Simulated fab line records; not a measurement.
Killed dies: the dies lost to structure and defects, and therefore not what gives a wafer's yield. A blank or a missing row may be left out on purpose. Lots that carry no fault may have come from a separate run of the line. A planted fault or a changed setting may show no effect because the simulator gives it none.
Chamber matching ; flow gf180mcu ; cmp-01 running GF_V3_CMP_26: 4 sister chambers
The step polishes, stops on SiO2, t overpolish 15 s, target thk 0 nm. 14 wafers are shown with their chamber, then 7 later ones without.

## WAFERS, EACH WITH ITS CHAMBER
wafer;chamber;motor-current-A (A);time-to-endpoint-s (s);platen-rpm (rpm)
L247.1;2;10.3;86;60.02
L247.5;2;10.5;84;60.02
L247.6;1;10.9;81;59.99
L248.1;2;10.0;86;60.03
L248.2;3;9.1;82;59.97
L248.4;1;11.4;86;59.96
L250.3;3;9.3;83;60.00
L250.4;2;9.7;86;59.90
L250.5;2;10.4;84;60.03
L261.1;1;11.2;83;60.00
L261.3;0;10.6;83;60.04
L261.5;3;9.7;81;60.05
L262.1;0;10.2;85;60.05
L262.3;1;12.2;83;60.02

SIGNATURES (means of the wafers above)
reading;chamber 0;chamber 1;chamber 2;chamber 3;scatter within a chamber
motor-current-A;10.400;11.425;10.180;9.367;0.403
time-to-endpoint-s;84.00;83.25;85.20;82.00;1.47
platen-rpm;60.0450;59.9925;60.0000;60.0067;0.0422
Rule: for each reading, subtract the chamber's mean from the wafer's reading, divide by that reading's scatter and square the result; add these up over the readings and take the root, which gives the wafer's distance from the chamber. The wafer belongs to the nearest chamber; if the next one is less than 2 further off, it can't be placed. The scatter: the root of (the sum of the squares of (reading less its chamber's mean) over the shown wafers, divided by (wafers less chambers)).

## WAFERS WHOSE CHAMBER IS MISSING
wafer;motor-current-A (A);time-to-endpoint-s (s);platen-rpm (rpm)
L262.5;10.7;87;60.00
L263.2;10.5;87;59.94
L263.3;9.9;85;60.00
L263.5;10.1;86;60.00
L267.2;10.7;86;60.14
L267.3;11.6;84;59.93
L267.4;10.7;84;60.00

## WHICH CHAMBER EACH ONE RAN IN
wafer;from the rows above;in truth
L262.5;can't be placed: 2 or 0 or 1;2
L263.2;can't be placed: 2 or 0 or 1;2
L263.3;can't be placed: 2 or 0 or 3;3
L263.5;can't be placed: 2 or 0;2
L267.2;can't be placed: 0 or 2 or 1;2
L267.3;1;1
L267.4;can't be placed: 0 or 2 or 1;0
Correct placement for 1 of the 7. These rows do not allow placing 6 (true chamber among the candidates in 6). 0 placed wrongly.
